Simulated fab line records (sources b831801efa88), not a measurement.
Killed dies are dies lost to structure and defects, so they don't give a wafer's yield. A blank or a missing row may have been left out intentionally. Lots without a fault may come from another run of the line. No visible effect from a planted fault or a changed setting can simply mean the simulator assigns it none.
fab line records    flow sky130
record lots=11  wafers=33  lastDay=50
route steps=708 shown METAL1@451 METAL2@499 VIA2@519
lots with no fault: from the same line, run without faults
startH: the number of hours between the record's first day and the start of the first shown wafer of the lot    waitH: time in hours since the lot's previous step    " the same as in the row above    L1.1+2: several wafers, shown together as one row    - value missing, or start not given    * or withheld: withheld    < > ~ a bound
route shown NAME@n: names a module that has steps shown in the file, with the first one's number in the route    usual: mean and standard deviation over wafers with no fault    same: alike in all rows    chamber/n: place in a boat    sites: the reading at each site    _std_site: standard deviation across them    _edge_site: inner sites' mean taken away from outer sites' mean    radiusMm: for every site, how far away it sits from the centre of the wafer    mask NAME#n: copy n    behind: the tool/chamber that last shaped the wafer    hold: why the lot was held/for how many hours/how that ended    device: names the non-switching transistor (n, p or np)    end of line: the route-end tests of the same wafers    for a step that has no rows: nothing shown but its recipe    killed: not the wafer's yield, but the dies lost to structure and defects at the first sort    map: shows each die of a wafer: x if killed, . if not, _ if none is there
set.NAME: the run value of the setting; set.NAME@STEP: its run value at that earlier step    model.NAME: the simulator's own value behind a step, which no gauge read
a sample of lots followed through the steps of the route, with each step as a table and each wafer as a row
services: from which hour (startH, from the record's first day; less than 0 if before it) a tool's chamber was out of use, for how many hours, and why
## steps
# step SKY_METAL1_DESCUM_17
# recipe chemistry=O2  sourcePowerW=150  biasPowerW=0  pressureMtorr=10  tempC=40  timeS=8
# usual drypumpMotorCurrentA=5.90/0.22  oesProductAu=0.999/0.013
lot.wafer  tool         chamber  startH  waitH  drypumpMotorCurrentA  oesProductAu  rfHoursCounterH
L736.2     rieMetal-03  1        798.87  0.0    5.98                  0.990         10
L736.3     "            1        "       "      5.99                  0.994         -
L736.5     "            0        "       "      5.53                  1.020         -
L737.2     rieMetal-02  1        810.92  0.0    6.09                  0.990         9
L737.4     "            0        "       "      5.86                  0.993         -
L737.5     "            1        "       "      6.06                  0.987         -
L738.1     rieMetal-03  1        811.78  0.0    5.97                  0.995         11
L738.2     "            0        "       "      5.50                  1.017         12
L738.6     "            0        "       "      5.48                  1.020         -
L740.1     rieMetal-03  1        833.94  0.0    5.96                  0.998         12
L740.4     "            1        "       "      5.99                  1.003         -
L740.6     "            1        "       "      5.99                  1.000         -
L739.1     rieMetal-01  1        834.78  0.0    5.94                  1.016         14
L739.4     "            0        "       "      6.26                  1.016         -
L739.6     "            0        "       "      6.28                  1.008         -
L746.1     rieMetal-02  1        887.98  0.0    6.03                  0.992         11
L746.2     "            0        "       "      5.84                  0.998         6
L746.5     "            0        "       "      5.87                  0.995         -
L748.2     rieMetal-02  0        891.34  0.0    5.88                  0.997         6
L748.5     "            1        "       "      6.08                  0.987         -
L748.6     "            0        "       "      5.86                  1.010         -
L752.3     rieMetal-03  0        920.28  0.0    5.50                  1.015         -
L752.5     "            0        "       "      5.49                  1.011         -
L752.6     "            1        "       "      5.93                  0.997         -
L753.3     rieMetal-02  0        921.35  0.0    5.85                  1.002         -
L753.5     "            0        "       "      5.84                  1.000         -
L753.6     "            1        "       "      6.03                  0.979         -
L751.2     rieMetal-03  1        922.04  0.0    5.98                  1.000         15
L751.4     "            0        "       "      5.51                  1.004         -
L751.5     "            0        "       "      5.51                  1.000         -
L754.2     rieMetal-02  1        923.57  0.0    6.10                  0.990         12
L754.4     "            1        "       "      6.09                  0.975         -
L754.6     "            1        "       "      6.05                  0.992         -
# step SKY_METAL2_OVL_MEAS_16
# usual METAL2_OVL=-5/5
lot.wafer  tool        chamber  startH  waitH  METAL2_OVL[nm]
L736.2     overlay-02  -        865.26  0.1    -11
L736.3     "           -        "       "      -6
L736.5     "           -        "       "      8
L737.2     overlay-02  -        865.61  0.1    -19
L737.4     "           -        "       "      -7
L737.5     "           -        "       "      -8
L738.1     overlay-01  -        865.84  0.1    -3
L738.2     "           -        "       "      -6
L738.6     "           -        "       "      1
L740.1     overlay-02  -        888.54  0.1    0
L740.4     "           -        "       "      -3
L740.6     "           -        "       "      -2
L739.1     overlay-02  -        889.79  0.1    -5
L739.4     "           -        "       "      0
L739.6     "           -        "       "      -5
L746.1     overlay-02  -        940.94  0.1    -6
L746.2     "           -        "       "      -5
L746.5     "           -        "       "      -4
L748.2     overlay-01  -        944.36  0.1    -5
L748.5     "           -        "       "      -14
L748.6     "           -        "       "      -8
L752.3     overlay-01  -        973.21  0.1    -14
L752.5     "           -        "       "      -14
L752.6     "           -        "       "      -9
L753.3     overlay-02  -        974.21  0.1    -3
L753.5     "           -        "       "      0
L753.6     "           -        "       "      -3
L751.2     overlay-01  -        974.93  0.1    -1
L751.4     "           -        "       "      -6
L751.5     "           -        "       "      -2
L754.2     overlay-02  -        976.06  0.1    -1
L754.4     "           -        "       "      -7
L754.6     "           -        "       "      1
# step SKY_VIA2_CD_MEAS_12
# recipe targetCdNm=200
# usual cdNm=200.4/1.6
lot.wafer  tool      chamber  startH   waitH  cdNm
L736.2     cdSem-02  -        892.53   -      201.6
L736.3     "         -        "        "      199.7
L736.5     "         -        "        "      200.8
L737.2     cdSem-01  -        892.88   -      200.9
L737.4     "         -        "        "      202.8
L737.5     "         -        "        "      201.0
L738.1     cdSem-02  -        893.02   -      199.2
L738.2     "         -        "        "      199.9
L738.6     "         -        "        "      199.6
L740.1     cdSem-02  -        914.42   -      198.5
L740.4     "         -        "        "      199.9
L740.6     "         -        "        "      198.6
L739.1     cdSem-02  -        916.37   -      202.5
L739.4     "         -        "        "      200.2
L739.6     "         -        "        "      201.5
L746.1     cdSem-01  -        965.78   -      199.5
L746.2     "         -        "        "      201.2
L746.5     "         -        "        "      201.6
L748.2     cdSem-01  -        970.01   -      203.0
L748.5     "         -        "        "      201.9
L748.6     "         -        "        "      201.3
L752.3     cdSem-02  -        998.75   -      200.1
L752.5     "         -        "        "      200.1
L752.6     "         -        "        "      200.3
L753.3     cdSem-02  -        999.06   -      198.8
L753.5     "         -        "        "      199.3
L753.6     "         -        "        "      199.1
L751.2     cdSem-01  -        999.88   -      202.2
L751.4     "         -        "        "      201.3
L751.5     "         -        "        "      200.3
L754.2     cdSem-02  -        1000.85  -      201.1
L754.4     "         -        "        "      201.0
L754.6     "         -        "        "      201.0
# step SKY_VIA2_ETCH_15
# recipe target=SiO2  chemistry=C4F8/O2/Ar  targetDepthNm=546  stopOn=TiN  maskMaterial=KrF-thick  sourceW=1500  biasW=1200  pressureMtorr=40  c4f8FlowSccm=withheld  O2_flow_sccm=6  Ar_flow_sccm=300  timeS=84
# usual oesProductAu=0.940/0.0048
lot.wafer  tool        chamber  startH   waitH  oesProductAu  rfHoursCounterH
L736.2     rieDiel-02  1        892.71   0.0    0.944         11
L736.3     "           0        "        "      0.940         7
L736.5     "           0        "        "      0.950         -
L737.2     rieDiel-02  2        893.06   0.0    0.934         12
L737.4     "           3        "        "      0.943         6
L737.5     "           0        "        "      0.939         -
L738.1     rieDiel-02  2        893.22   0.0    0.946         12
L738.2     "           3        "        "      0.941         6
L738.6     "           0        "        "      0.940         -
L740.1     rieDiel-02  0        914.62   0.0    0.937         8
L740.4     "           2        "        "      0.937         13
L740.6     "           2        "        "      0.941         -
L739.1     rieDiel-01  1        916.57   0.0    0.943         14
L739.4     "           3        "        "      0.949         -
L739.6     "           0        "        "      0.928         -
L746.1     rieDiel-03  0        965.98   0.0    0.937         3
L746.2     "           2        "        "      0.939         17
L746.5     "           1        "        "      0.933         -
L748.2     rieDiel-01  2        970.19   0.0    0.940         1
L748.5     "           1        "        "      0.942         -
L748.6     "           3        "        "      0.941         -
L752.3     rieDiel-01  2        998.91   0.0    0.939         3
L752.5     "           2        "        "      0.940         -
L752.6     "           3        "        "      0.945         -
L753.3     rieDiel-02  3        999.22   0.0    0.940         9
L753.5     "           2        "        "      0.936         -
L753.6     "           3        "        "      0.942         -
L751.2     rieDiel-01  0        1000.06  0.0    0.944         1
L751.4     "           0        "        "      0.945         -
L751.5     "           2        "        "      0.942         -
L754.2     rieDiel-01  0        1001.03  0.0    0.939         1
L754.4     "           2        "        "      0.936         -
L754.6     "           3        "        "      0.946         -
# step SKY_VIA2_STRIP_16
# recipe chemistry=O2/N2  powerW=1400  pressureMtorr=1500  platenTempC=withheld  o2FlowSccm=3000  n2FlowSccm=300  overashFraction=0.5
# usual drypumpMotorCurrentA=5.7/0.38  oesProductAu=0.399/0.0047  stripTimeToEndpointS=4.06/0.03
lot.wafer  tool            chamber  startH   waitH  drypumpMotorCurrentA  oesProductAu  rfHoursCounterH  stripTimeToEndpointS
L736.2     plasmaAsher-03  1        892.77   0.0    5.3                   0.405         74               4.04
L736.3     "               0        "        "      6.0                   0.402         -                4.07
L736.5     "               0        "        "      6.0                   0.405         -                4.06
L737.2     plasmaAsher-03  1        893.12   0.0    5.2                   0.397         74               4.04
L737.4     "               0        "        "      6.1                   0.393         -                4.04
L737.5     "               0        "        "      6.1                   0.402         -                4.05
L738.1     plasmaAsher-02  1        893.28   0.0    6.2                   0.381         108              3.67
L738.2     "               0        "        "      5.3                   0.388         108              3.68
L738.6     "               1        "        "      6.2                   0.381         -                3.68
L740.1     plasmaAsher-04  0        914.71   0.1    5.6                   0.379         17               3.69
L740.4     "               1        "        "      6.0                   0.386         -                3.71
L740.6     "               1        "        "      6.0                   0.385         -                3.65
L739.1     plasmaAsher-02  0        916.63   0.0    5.3                   0.405         109              4.05
L739.4     "               0        "        "      5.3                   0.395         -                4.09
L739.6     "               0        "        "      5.3                   0.403         -                4.08
L746.1     plasmaAsher-04  1        966.04   0.0    6.0                   0.403         22               4.00
L746.2     "               0        "        "      5.6                   0.395         22               4.06
L746.5     "               0        "        "      5.6                   0.391         -                4.09
L748.2     plasmaAsher-04  1        970.25   0.0    6.0                   0.402         23               4.07
L748.5     "               1        "        "      6.0                   0.399         -                4.04
L748.6     "               0        "        "      5.6                   0.398         -                4.03
L752.3     plasmaAsher-02  0        999.01   0.1    5.3                   0.395         -                4.05
L752.5     "               1        "        "      6.2                   0.401         -                4.08
L752.6     "               0        "        "      5.3                   0.391         -                4.04
L753.3     plasmaAsher-03  0        999.31   0.1    6.0                   0.400         -                4.02
L753.5     "               0        "        "      6.0                   0.394         -                4.09
L753.6     "               1        "        "      5.3                   0.400         -                4.07
L751.2     plasmaAsher-02  1        1000.13  0.0    6.2                   0.406         118              4.10
L751.4     "               1        "        "      6.2                   0.404         -                4.08
L751.5     "               0        "        "      5.3                   0.404         -                4.07
L754.2     plasmaAsher-02  0        1001.09  0.0    5.3                   0.409         118              4.10
L754.4     "               1        "        "      6.2                   0.395         -                4.08
L754.6     "               1        "        "      6.2                   0.403         -                4.04
## services
tool            chamber  startH  hours  kind
plasmaAsher-03  -        779.93  2.8    pm
rieDiel-01      3        786.63  -      clean
rieDiel-03      0        790.03  4.2    repair
rieDiel-02      2        794.25  3.1    repair
rieDiel-01      0        818.67  2.6    repair
rieDiel-03      0        819.31  15.5   repair
rieDiel-01      -        834.74  72.6   repair
plasmaAsher-02  -        838.66  14.6   pm
rieDiel-03      2        841.98  2.6    repair
plasmaAsher-04  -        849.67  3.8    repair
rieDiel-01      2        855.89  3.1    repair
rieMetal-02     -        856.19  4.3    pm
rieDiel-01      2        882.26  4.1    repair
plasmaAsher-04  -        899.54  2.0    repair
rieDiel-03      -        908.44  2.8    pm
plasmaAsher-02  -        913.32  2.1    repair
rieDiel-03      -        933.19  0.7    repair
rieDiel-01      0        938.78  3.4    repair
rieDiel-02      0        945.26  8.0    repair
plasmaAsher-03  -        949.01  3.4    repair
rieDiel-01      3        953.55  3.7    repair
rieDiel-01      1        983.50  44.0   repair
plasmaAsher-04  -        995.02  4.6    repair
plasmaAsher-04  -        997.23  2.9    repair
## key
firstSign step=SKY_VIA2_STRIP_16  reading=stripTimeToEndpointS  direction=down  sigmas=12  usual=*  struck=*
effect step=SKY_VIA2_STRIP_16  reading=oesProductAu  direction=down  sigmas=3.3  usual=0.399  struck=0.383
metAt SKY_VIA2_ETCH_15
struckLots L738,L740
notActingAt SKY_METAL1_DESCUM_17,SKY_METAL2_OVL_MEAS_16,SKY_VIA2_CD_MEAS_12
onsetBetween 893.06 893.22
fault kind=processParameterDrift  tool=rieDiel-02  chamber=-  onsetH=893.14  steps=SKY_VIA2_ETCH_15  channel=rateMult  offset=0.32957  shape=step  endH=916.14
